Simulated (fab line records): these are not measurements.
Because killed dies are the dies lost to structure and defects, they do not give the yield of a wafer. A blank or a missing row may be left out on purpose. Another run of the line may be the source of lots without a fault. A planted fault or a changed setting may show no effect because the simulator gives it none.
fab line records	flow gf180mcu
record: lots: 24	wafers: 72	lastDay: 34
route steps=602 shown V1@353 V2@398 V3@434 V4@477 V5@552
lots that met no fault: taken from a fault-free run of the same line
startH: hours from the record's first day to the start of the lot's first wafer shown	waitH: hours from the lot's prior step to this one	" as in the row above	L1.1+2: a single row standing in for several wafers	- no value, or no start was given	* or withheld: withheld	< > ~ a bound
route shown NAME@n: NAME is a module with steps in the file, n the number in the route of the first one	usual: mean/standard deviation taken from wafers without a fault	same: alike in all rows	chamber/n: place in a boat	sites: per-site readings	_std_site: their standard deviation	_edge_site: the outer-site mean with the inner-site mean subtracted	radiusMm: for every site, how far away it sits from the centre of the wafer	mask NAME#n: copy n	behind: the most recent tool/chamber to have shaped the wafer	hold: reason for holding the lot/hours on hold/outcome of the hold	device: transistor that didn't switch, given as n, p or np	end of line: tests of these same wafers at the route's end	a step without rows: its recipe alone	killed: dies that structure and defects cost at the first sort, which is not the same as the wafer's yield	map: shows each die of a wafer: x if killed, . if not, _ if none is there
set.NAME: setting as actually run; set.NAME@STEP: the setting as run at that earlier step	model.NAME: the simulator's own value behind a step, which no gauge read
route steps across a sampled set of lots; one table per step, one row per wafer
services: a tool's chamber out of use, with start hour (startH, from the record's first day; less than 0 if before it), hours out, and reason
== steps ==
step: GF_V1_STRIP_18
recipe: chemistry: O2/N2	powerW: 1400	pressureMtorr: 1500	platenTempC: 250	o2FlowSccm: 3000	n2FlowSccm: 300	overashFraction: 0.5
usual: drypumpMotorCurrentA: 6.0/0.35	heaterPowerW: 340/41	oesProductAu: 0.592/0.005
lot.wafer	tool	chamber	startH	waitH	drypumpMotorCurrentA	heaterPowerW	oesProductAu	rfHoursCounterH
L074.1	plasmaAsher-03	0	405.55	-	6.1	364	0.594	74
L074.4	"	1	"	"	5.9	317	0.589	-
L074.6	"	1	"	"	6.0	316	0.593	-
L075.3	plasmaAsher-02	0	415.58	-	5.9	362	0.594	-
L075.4	"	1	"	"	6.3	417	0.605	-
L075.5	"	0	"	"	5.9	365	0.601	-
L076.3	plasmaAsher-03	0	425.82	-	6.1	356	0.589	-
L076.4	"	1	"	"	5.9	325	0.587	-
L076.5	"	1	"	"	5.9	316	0.578	-
L077.1	plasmaAsher-04	0	440.74	-	5.3	312	0.593	34
L077.3	"	0	"	"	5.3	309	0.597	-
L077.6	"	0	"	"	5.3	317	0.590	-
L078.2	plasmaAsher-03	0	450.69	-	6.1	365	0.591	79
L078.3	"	1	"	"	5.9	302	0.596	-
L078.6	"	1	"	"	5.9	321	0.600	-
L079.2	plasmaAsher-02	1	465.79	-	6.2	410	0.598	3
L079.3	"	1	"	"	6.2	399	0.591	-
L079.6	"	0	"	"	5.9	376	0.590	-
L080.1	plasmaAsher-03	0	474.85	-	6.1	358	0.593	81
L080.2	"	1	"	"	6.0	313	0.598	81
L080.5	"	1	"	"	6.0	316	0.595	-
L081.3	plasmaAsher-03	0	482.63	-	6.1	374	0.591	-
L081.4	"	1	"	"	5.9	312	0.596	-
L081.5	"	0	"	"	6.1	360	0.592	-
L082.2	plasmaAsher-03	0	499.70	-	6.1	363	0.595	83
L082.3	"	0	"	"	6.1	365	0.592	-
L082.4	"	1	"	"	5.9	319	0.589	-
L083.2	plasmaAsher-03	1	506.35	-	5.9	315	0.592	84
L083.4	"	0	"	"	6.1	355	0.598	-
L083.5	"	1	"	"	5.9	314	0.596	-
L084.2	plasmaAsher-04	1	507.10	-	6.4	288	0.592	41
L084.3	"	1	"	"	6.4	292	0.596	-
L084.5	"	0	"	"	5.3	323	0.599	-
L085.1	plasmaAsher-04	0	514.25	-	5.3	318	0.587	41
L085.2	"	1	"	"	6.4	282	0.595	41
L085.6	"	1	"	"	6.4	287	0.588	-
L086.3	plasmaAsher-02	0	520.34	-	5.9	377	0.591	-
L086.5	"	0	"	"	5.9	366	0.592	-
L086.6	"	1	"	"	6.3	406	0.600	-
L087.2	plasmaAsher-02	0	529.35	-	5.9	364	0.590	10
L087.3	"	1	"	"	6.3	409	0.591	-
L087.4	"	0	"	"	5.9	368	0.591	-
L088.1	plasmaAsher-03	0	541.30	-	6.1	361	0.584	88
L088.2	"	1	"	"	6.0	313	0.600	88
L088.5	"	0	"	"	6.1	367	0.598	-
L089.1	plasmaAsher-02	0	546.80	-	5.9	377	0.587	12
L089.4	"	1	"	"	6.3	406	0.592	-
L089.6	"	1	"	"	6.3	411	0.590	-
L090.2	plasmaAsher-04	1	553.60	-	6.4	287	0.592	45
L090.3	"	1	"	"	6.4	285	0.597	-
L090.6	"	1	"	"	6.4	285	0.593	-
L091.2	plasmaAsher-02	1	558.60	-	6.3	411	0.591	14
L091.3	"	0	"	"	5.9	377	0.597	-
L091.6	"	1	"	"	6.2	412	0.588	-
L092.1	plasmaAsher-04	1	567.59	-	6.4	289	0.586	47
L092.3	"	1	"	"	6.4	283	0.592	-
L092.4	"	0	"	"	5.4	314	0.591	-
L093.1	plasmaAsher-04	1	577.10	-	6.4	282	0.583	48
L093.3	"	1	"	"	6.4	288	0.590	-
L093.5	"	1	"	"	6.4	287	0.586	-
L094.2	plasmaAsher-04	0	581.31	-	5.3	318	0.591	49
L094.5	"	0	"	"	5.3	316	0.588	-
L094.6	"	1	"	"	6.4	281	0.599	-
L095.2	plasmaAsher-02	1	602.19	-	6.3	417	0.595	18
L095.4	"	1	"	"	6.2	406	0.589	-
L095.6	"	1	"	"	6.3	403	0.591	-
L096.2	plasmaAsher-04	1	602.35	-	6.4	291	0.587	51
L096.4	"	1	"	"	6.4	289	0.592	-
L096.6	"	0	"	"	5.3	320	0.600	-
L097.3	plasmaAsher-04	0	606.04	-	5.3	316	0.592	-
L097.5	"	1	"	"	6.4	287	0.595	-
L097.6	"	0	"	"	5.3	316	0.594	-
step: GF_V2_ETCH_16
recipe: chemistry: N2/H2	targetDepthA: withheld	overetchA: withheld	timeS: withheld	target: BARC	ionEnergyEv: 200	sourceW: 500	biasW: 100	pressureMtorr: 30	n2FlowSccm: 100	h2FlowSccm: 200
usual: drypumpMotorCurrentA: 5.8/0.52	oesProductAu: 0.855/0.0048	rfFwdPowerW: 495.3/2.3	throttleValvePct: 13.224/0.0093
lot.wafer	tool	chamber	startH	waitH	drypumpMotorCurrentA	oesProductAu	rfFwdPowerW	throttleValvePct
L074.1	rieDiel-02	2	457.52	0.0	5.3	0.847	493.0	13.210
L074.4	"	3	"	"	5.2	0.856	496.0	13.206
L074.6	"	3	"	"	5.2	0.845	496.5	13.240
L075.3	rieDiel-02	0	467.82	0.0	5.6	0.856	493.2	13.230
L075.4	"	2	"	"	5.3	0.856	493.4	13.242
L075.5	"	1	"	"	6.2	0.856	492.7	13.213
L076.3	rieDiel-02	2	477.26	0.0	5.3	0.859	495.1	13.227
L076.4	"	3	"	"	5.2	0.863	496.7	13.223
L076.5	"	1	"	"	6.2	0.857	494.7	13.230
L077.1	rieDiel-03	1	492.90	0.0	6.7	0.853	495.7	13.211
L077.3	"	2	"	"	6.2	0.859	490.5	13.230
L077.6	"	0	"	"	5.4	0.854	498.6	13.221
L078.2	rieDiel-02	3	501.25	0.0	5.2	0.857	499.1	13.235
L078.3	"	0	"	"	5.6	0.854	494.5	13.213
L078.6	"	0	"	"	5.6	0.851	494.6	13.203
L079.2	rieDiel-02	1	515.72	0.0	6.3	0.859	494.3	13.222
L079.3	"	2	"	"	5.3	0.849	493.4	13.220
L079.6	"	0	"	"	5.6	0.851	496.0	13.210
L080.1	rieDiel-03	0	525.55	0.0	5.4	0.864	497.8	13.227
L080.2	"	1	"	"	6.7	0.851	495.9	13.206
L080.5	"	1	"	"	6.7	0.851	492.4	13.215
L081.3	rieDiel-03	1	531.92	0.0	6.7	0.849	495.2	13.228
L081.4	"	3	"	"	6.1	0.855	499.1	13.227
L081.5	"	1	"	"	6.7	0.852	497.2	13.231
L082.2	rieDiel-01	1	549.54	0.0	4.8	0.853	494.7	13.217
L082.3	"	2	"	"	6.2	0.854	496.1	13.233
L082.4	"	3	"	"	6.0	0.856	494.4	13.221
L083.2	rieDiel-02	0	554.72	0.0	5.6	0.857	495.4	13.217
L083.4	"	2	"	"	5.3	0.849	493.6	13.234
L083.5	"	1	"	"	6.2	0.851	491.0	13.229
L084.2	rieDiel-01	2	555.74	0.0	6.2	0.857	493.8	13.223
L084.3	"	3	"	"	6.0	0.854	497.7	13.231
L084.5	"	2	"	"	6.2	0.862	491.9	13.236
L085.1	rieDiel-03	2	562.85	0.0	6.2	0.860	490.7	13.227
L085.2	"	3	"	"	6.1	0.857	497.4	13.232
L085.6	"	1	"	"	6.6	0.861	495.9	13.233
L086.3	rieDiel-02	3	568.41	0.0	5.2	0.853	498.1	13.201
L086.5	"	3	"	"	5.2	0.848	497.2	13.234
L086.6	"	2	"	"	5.3	0.852	496.7	13.218
L087.2	rieDiel-01	1	577.32	0.0	4.9	0.860	496.7	13.225
L087.3	"	0	"	"	6.3	0.858	496.6	13.225
L087.4	"	2	"	"	6.2	0.854	492.6	13.204
L088.1	rieDiel-02	2	587.07	0.0	5.3	0.855	493.7	13.220
L088.2	"	1	"	"	6.3	0.854	494.7	13.230
L088.5	"	2	"	"	5.3	0.865	496.9	13.213
L089.1	rieDiel-03	1	592.21	0.0	6.7	0.847	495.0	13.219
L089.4	"	0	"	"	5.4	0.853	499.1	13.223
L089.6	"	3	"	"	6.2	0.855	496.0	13.228
L090.2	rieDiel-02	3	600.57	0.0	5.2	0.853	497.4	13.229
L090.3	"	0	"	"	5.6	0.866	496.9	13.218
L090.6	"	0	"	"	5.6	0.857	494.5	13.222
L091.2	rieDiel-03	3	604.26	0.0	6.1	0.848	498.6	13.218
L091.3	"	1	"	"	6.7	0.864	494.1	13.213
L091.6	"	0	"	"	5.4	0.862	497.9	13.226
L092.1	rieDiel-03	0	612.40	0.0	5.4	0.869	495.9	13.219
L092.3	"	3	"	"	6.1	0.853	499.0	13.221
L092.4	"	2	"	"	6.2	0.860	489.2	13.231
L093.1	rieDiel-01	3	621.96	0.0	6.0	0.857	496.6	13.215
L093.3	"	2	"	"	6.2	0.854	495.4	13.226
L093.5	"	1	"	"	4.9	0.864	494.7	13.236
L094.2	rieDiel-03	1	626.71	0.0	6.7	0.852	494.3	13.229
L094.5	"	3	"	"	6.1	0.849	498.2	13.214
L094.6	"	2	"	"	6.1	0.840	493.9	13.233
L095.2	rieDiel-02	3	645.55	0.0	5.2	0.846	497.5	13.224
L095.4	"	0	"	"	5.6	0.854	497.0	13.231
L095.6	"	2	"	"	5.3	0.853	493.9	13.230
L096.2	rieDiel-01	3	645.66	0.0	6.0	0.853	497.1	13.203
L096.4	"	0	"	"	6.3	0.858	495.8	13.234
L096.6	"	2	"	"	6.2	0.852	492.1	13.215
L097.3	rieDiel-03	0	649.10	0.0	5.4	0.853	495.0	13.223
L097.5	"	0	"	"	5.4	0.852	499.3	13.221
L097.6	"	3	"	"	6.1	0.857	497.3	13.251
step: GF_V3_BOW_MEAS_05
recipe: mode: bow
usual: V3_BOW: 115/8.6
lot.wafer	tool	chamber	startH	waitH	V3_BOW[um]
L074.1	filmMetro-03	-	484.63	0.2	113
L074.4	"	-	"	"	111
L074.6	"	-	"	"	120
L075.3	filmMetro-01	-	495.11	0.2	108
L075.4	"	-	"	"	122
L075.5	"	-	"	"	112
L076.3	filmMetro-03	-	503.34	0.1	112
L076.4	"	-	"	"	102
L076.5	"	-	"	"	108
L077.1	filmMetro-04	-	519.69	0.1	122
L077.3	"	-	"	"	119
L077.6	"	-	"	"	132
L078.2	filmMetro-04	-	529.95	0.2	112
L078.3	"	-	"	"	107
L078.6	"	-	"	"	97
L079.2	filmMetro-03	-	541.00	0.2	101
L079.3	"	-	"	"	97
L079.6	"	-	"	"	126
L080.1	filmMetro-01	-	551.37	0.2	109
L080.2	"	-	"	"	106
L080.5	"	-	"	"	106
L081.3	filmMetro-03	-	557.95	0.3	117
L081.4	"	-	"	"	126
L081.5	"	-	"	"	124
L082.2	filmMetro-01	-	575.97	0.2	123
L082.3	"	-	"	"	121
L082.4	"	-	"	"	104
L083.2	filmMetro-04	-	580.84	0.3	113
L083.4	"	-	"	"	115
L083.5	"	-	"	"	107
L084.2	filmMetro-03	-	581.14	0.2	122
L084.3	"	-	"	"	123
L084.5	"	-	"	"	109
L085.1	filmMetro-01	-	586.43	0.1	119
L085.2	"	-	"	"	113
L085.6	"	-	"	"	113
L086.3	filmMetro-04	-	593.21	0.2	117
L086.5	"	-	"	"	118
L086.6	"	-	"	"	110
L087.2	filmMetro-04	-	601.22	0.2	125
L087.3	"	-	"	"	124
L087.4	"	-	"	"	124
L088.1	filmMetro-03	-	610.69	0.2	125
L088.2	"	-	"	"	117
L088.5	"	-	"	"	121
L089.1	filmMetro-04	-	618.37	0.1	112
L089.4	"	-	"	"	108
L089.6	"	-	"	"	115
L090.2	filmMetro-04	-	624.14	0.2	115
L090.3	"	-	"	"	131
L090.6	"	-	"	"	116
L091.2	filmMetro-03	-	627.83	0.1	113
L091.3	"	-	"	"	118
L091.6	"	-	"	"	113
L092.1	filmMetro-04	-	635.61	0.2	128
L092.3	"	-	"	"	123
L092.4	"	-	"	"	124
L093.1	filmMetro-04	-	645.51	0.2	120
L093.3	"	-	"	"	124
L093.5	"	-	"	"	123
L094.2	filmMetro-04	-	650.04	0.1	111
L094.5	"	-	"	"	120
L094.6	"	-	"	"	120
L096.2	filmMetro-01	-	667.93	0.1	102
L096.4	"	-	"	"	96
L096.6	"	-	"	"	105
L095.2	filmMetro-03	-	668.31	0.2	120
L095.4	"	-	"	"	113
L095.6	"	-	"	"	114
L097.3	filmMetro-03	-	671.34	0.3	112
L097.5	"	-	"	"	113
L097.6	"	-	"	"	115
step: GF_V4_THK_MEAS_01
recipe: reads: SiO2_of_V4_CVD_00
usual: V4_CVD_00_THK: 600/5.6
lot.wafer	tool	chamber	startH	waitH	V4_CVD_00_THK[nm]
L074.1	filmMetro-03	-	533.62	0.0	594
L074.4	"	-	"	"	589
L074.6	"	-	"	"	591
L075.3	filmMetro-01	-	543.81	0.1	605
L075.4	"	-	"	"	604
L075.5	"	-	"	"	604
L076.3	filmMetro-03	-	553.17	0.1	602
L076.4	"	-	"	"	591
L076.5	"	-	"	"	594
L077.1	filmMetro-01	-	567.11	0.0	596
L077.3	"	-	"	"	606
L077.6	"	-	"	"	595
L078.2	filmMetro-02	-	577.14	0.0	595
L078.3	"	-	"	"	595
L078.6	"	-	"	"	597
L079.2	filmMetro-01	-	587.08	0.0	595
L079.3	"	-	"	"	599
L079.6	"	-	"	"	603
L080.1	filmMetro-02	-	598.36	0.0	598
L080.2	"	-	"	"	602
L080.5	"	-	"	"	603
L081.3	filmMetro-03	-	603.67	0.1	602
L081.4	"	-	"	"	606
L081.5	"	-	"	"	602
L082.2	filmMetro-03	-	619.65	0.0	594
L082.3	"	-	"	"	599
L082.4	"	-	"	"	601
L083.2	filmMetro-01	-	625.65	0.0	599
L083.4	"	-	"	"	601
L083.5	"	-	"	"	599
L084.2	filmMetro-01	-	626.42	0.0	608
L084.3	"	-	"	"	602
L084.5	"	-	"	"	607
L085.1	filmMetro-03	-	630.07	0.0	607
L085.2	"	-	"	"	607
L085.6	"	-	"	"	601
L086.3	filmMetro-03	-	636.55	0.1	594
L086.5	"	-	"	"	596
L086.6	"	-	"	"	596
L087.2	filmMetro-02	-	645.35	0.0	598
L087.3	"	-	"	"	598
L087.4	"	-	"	"	596
L088.1	filmMetro-03	-	653.69	0.0	594
L088.2	"	-	"	"	590
L088.5	"	-	"	"	594
L089.1	filmMetro-02	-	660.72	0.0	601
L089.4	"	-	"	"	609
L089.6	"	-	"	"	607
L090.2	filmMetro-03	-	666.24	0.0	603
L090.3	"	-	"	"	609
L090.6	"	-	"	"	606
L091.2	filmMetro-03	-	670.36	0.0	606
L091.3	"	-	"	"	611
L091.6	"	-	"	"	609
L092.1	filmMetro-03	-	676.51	0.0	600
L092.3	"	-	"	"	598
L092.4	"	-	"	"	590
L093.1	filmMetro-03	-	686.55	0.0	600
L093.3	"	-	"	"	606
L093.5	"	-	"	"	596
L094.2	filmMetro-01	-	691.18	0.0	604
L094.5	"	-	"	"	607
L094.6	"	-	"	"	600
L096.2	filmMetro-03	-	708.10	0.0	604
L096.4	"	-	"	"	604
L096.6	"	-	"	"	602
L095.2	filmMetro-03	-	708.81	0.0	589
L095.4	"	-	"	"	589
L095.6	"	-	"	"	586
L097.3	filmMetro-01	-	711.21	0.1	598
L097.5	"	-	"	"	592
L097.6	"	-	"	"	601
step: GF_V4_THK_MEAS_25
recipe: thkMeasGauge: xrf	reads: W_of_V4_CVD_23
usual: V4_W_THK: 347/4.1
lot.wafer	tool	chamber	startH	waitH	V4_W_THK[nm]
L074.1	filmMetro-01	-	557.94	0.1	342
L074.4	"	-	"	"	344
L074.6	"	-	"	"	345
L075.3	filmMetro-02	-	567.79	0.1	351
L075.4	"	-	"	"	348
L075.5	"	-	"	"	353
L076.3	filmMetro-01	-	576.95	0.1	349
L076.4	"	-	"	"	351
L076.5	"	-	"	"	350
L077.1	filmMetro-03	-	588.72	0.1	343
L077.3	"	-	"	"	346
L077.6	"	-	"	"	340
L078.2	filmMetro-01	-	599.58	0.1	353
L078.3	"	-	"	"	346
L078.6	"	-	"	"	349
L079.2	filmMetro-01	-	609.96	0.1	345
L079.3	"	-	"	"	346
L079.6	"	-	"	"	344
L080.1	filmMetro-01	-	620.25	0.1	352
L080.2	"	-	"	"	354
L080.5	"	-	"	"	355
L081.3	filmMetro-02	-	626.06	0.1	351
L081.4	"	-	"	"	355
L081.5	"	-	"	"	350
L082.2	filmMetro-03	-	640.95	0.1	350
L082.3	"	-	"	"	348
L082.4	"	-	"	"	348
L083.2	filmMetro-01	-	647.01	0.1	350
L083.4	"	-	"	"	351
L083.5	"	-	"	"	349
L084.2	filmMetro-01	-	647.78	0.1	351
L084.3	"	-	"	"	345
L084.5	"	-	"	"	353
L085.1	filmMetro-03	-	651.37	0.1	346
L085.2	"	-	"	"	348
L085.6	"	-	"	"	345
L086.3	filmMetro-02	-	657.67	0.1	352
L086.5	"	-	"	"	357
L086.6	"	-	"	"	353
L087.2	filmMetro-03	-	666.60	0.1	349
L087.3	"	-	"	"	355
L087.4	"	-	"	"	349
L088.1	filmMetro-03	-	675.14	0.1	343
L088.2	"	-	"	"	345
L088.5	"	-	"	"	345
L089.1	filmMetro-03	-	682.02	0.1	346
L089.4	"	-	"	"	343
L089.6	"	-	"	"	342
L090.2	filmMetro-02	-	686.38	0.1	345
L090.3	"	-	"	"	350
L090.6	"	-	"	"	348
L091.2	filmMetro-02	-	690.53	0.1	344
L091.3	"	-	"	"	342
L091.6	"	-	"	"	342
L092.1	filmMetro-03	-	697.12	0.1	341
L092.3	"	-	"	"	343
L092.4	"	-	"	"	337
L093.1	filmMetro-01	-	706.55	0.1	348
L093.3	"	-	"	"	345
L093.5	"	-	"	"	343
L094.2	filmMetro-01	-	711.76	0.1	348
L094.5	"	-	"	"	346
L094.6	"	-	"	"	348
L096.2	filmMetro-03	-	728.09	0.1	340
L096.4	"	-	"	"	341
L096.6	"	-	"	"	341
L095.2	filmMetro-01	-	728.67	0.1	348
L095.4	"	-	"	"	346
L095.6	"	-	"	"	346
L097.3	filmMetro-01	-	731.01	0.1	345
L097.5	"	-	"	"	347
L097.6	"	-	"	"	347
step: GF_V5_PEB_12
recipe: pebTempC: 135	pebTimeS: 91.18	resist: KrF
usual: plateSensorTCentreC: 136.13/0.0094	plateSensorTEdgeC: 136.29/0.01
lot.wafer	tool	chamber	startH	waitH	plateSensorTCentreC	plateSensorTEdgeC
L074.1	lithoTrack-04	0	-	-	136.13	136.3
L074.4	"	0	"	"	136.13	136.3
L074.6	"	0	"	"	136.12	136.29
L075.3	lithoTrack-03	0	-	-	136.14	136.31
L075.4	"	0	"	"	136.13	136.28
L075.5	"	0	"	"	136.13	136.29
L076.3	lithoTrack-02	0	-	-	136.12	136.28
L076.4	"	0	"	"	136.14	136.3
L076.5	"	0	"	"	136.13	136.29
L077.1	lithoTrack-03	0	-	-	136.14	136.27
L077.3	"	0	"	"	136.13	136.3
L077.6	"	0	"	"	136.13	136.29
L078.2	lithoTrack-02	0	-	-	136.13	136.28
L078.3	"	0	"	"	136.13	136.3
L078.6	"	0	"	"	136.13	136.3
L079.2	lithoTrack-04	0	-	-	136.12	136.31
L079.3	"	0	"	"	136.13	136.3
L079.6	"	0	"	"	136.12	136.31
L080.1	lithoTrack-02	0	-	-	136.13	136.29
L080.2	"	0	"	"	136.11	136.31
L080.5	"	0	"	"	136.13	136.31
L081.3	lithoTrack-02	0	-	-	136.12	136.29
L081.4	"	0	"	"	136.13	136.3
L081.5	"	0	"	"	136.13	136.3
L082.2	lithoTrack-02	0	-	-	136.11	136.28
L082.3	"	0	"	"	136.13	136.3
L082.4	"	0	"	"	136.13	136.31
L083.2	lithoTrack-03	0	-	-	136.13	136.29
L083.4	"	0	"	"	136.13	136.29
L083.5	"	0	"	"	136.12	136.29
L084.2	lithoTrack-02	0	-	-	136.13	136.29
L084.3	"	0	"	"	136.12	136.29
L084.5	"	0	"	"	136.12	136.29
L085.1	lithoTrack-03	0	-	-	136.12	136.29
L085.2	"	0	"	"	136.12	136.3
L085.6	"	0	"	"	136.14	136.3
L086.3	lithoTrack-03	0	-	-	136.13	136.29
L086.5	"	0	"	"	136.12	136.29
L086.6	"	0	"	"	136.14	136.28
L087.2	lithoTrack-04	0	-	-	136.12	136.31
L087.3	"	0	"	"	136.12	136.3
L087.4	"	0	"	"	136.14	136.28
L088.1	lithoTrack-03	0	-	-	136.14	136.29
L088.2	"	0	"	"	136.13	136.3
L088.5	"	0	"	"	136.12	136.29
L089.1	lithoTrack-02	0	-	-	136.11	136.28
L089.4	"	0	"	"	136.14	136.3
L089.6	"	0	"	"	136.13	136.3
L090.2	lithoTrack-04	0	-	-	136.14	136.3
L090.3	"	0	"	"	136.14	136.3
L090.6	"	0	"	"	136.14	136.32
L091.2	lithoTrack-02	0	-	-	136.13	136.3
L091.3	"	0	"	"	136.12	136.29
L091.6	"	0	"	"	136.12	136.31
L092.1	lithoTrack-02	0	-	-	136.14	136.28
L092.3	"	0	"	"	136.13	136.27
L092.4	"	0	"	"	136.11	136.3
L093.1	lithoTrack-02	0	-	-	136.12	136.31
L093.3	"	0	"	"	136.13	136.29
L093.5	"	0	"	"	136.15	136.29
L094.2	lithoTrack-02	0	-	-	136.12	136.31
L094.5	"	0	"	"	136.13	136.31
L094.6	"	0	"	"	136.13	136.29
L096.2	lithoTrack-03	0	-	-	136.13	136.3
L096.4	"	0	"	"	136.13	136.28
L096.6	"	0	"	"	136.14	136.29
L095.2	lithoTrack-02	0	-	-	136.11	136.3
L095.4	"	0	"	"	136.14	136.3
L095.6	"	0	"	"	136.15	136.31
L097.3	lithoTrack-03	0	-	-	136.12	136.3
L097.5	"	0	"	"	136.13	136.3
L097.6	"	0	"	"	136.13	136.29
== services ==
tool	chamber	startH	hours	kind
plasmaAsher-02	-	421.25	9.0	pm
plasmaAsher-04	-	426.68	7.7	pm
plasmaAsher-02	-	451.18	2.3	repair
rieDiel-02	3	454.48	2.2	repair
rieDiel-02	0	472.02	4.6	repair
plasmaAsher-04	-	500.19	4.2	repair
rieDiel-01	0	521.60	5.8	repair
rieDiel-03	2	521.82	12.1	repair
rieDiel-03	2	542.11	2.7	repair
rieDiel-02	1	555.07	-	clean
rieDiel-02	1	555.07	27.0	scheduledDown
rieDiel-02	0	578.64	12.3	repair
rieDiel-01	-	586.15	0.1	repair
rieDiel-03	1	640.13	8.3	repair
plasmaAsher-04	-	648.93	0.9	repair
plasmaAsher-04	-	652.59	14.6	pm
plasmaAsher-03	-	658.87	23.1	pm
plasmaAsher-02	-	679.57	12.3	repair
rieDiel-02	-	686.52	14.6	pm
plasmaAsher-03	-	691.44	0.6	repair
plasmaAsher-03	-	733.75	9.0	pm
plasmaAsher-02	-	734.64	1.4	repair
plasmaAsher-04	-	751.71	0.5	repair
rieDiel-02	3	752.79	2.6	repair
== key ==
fault none
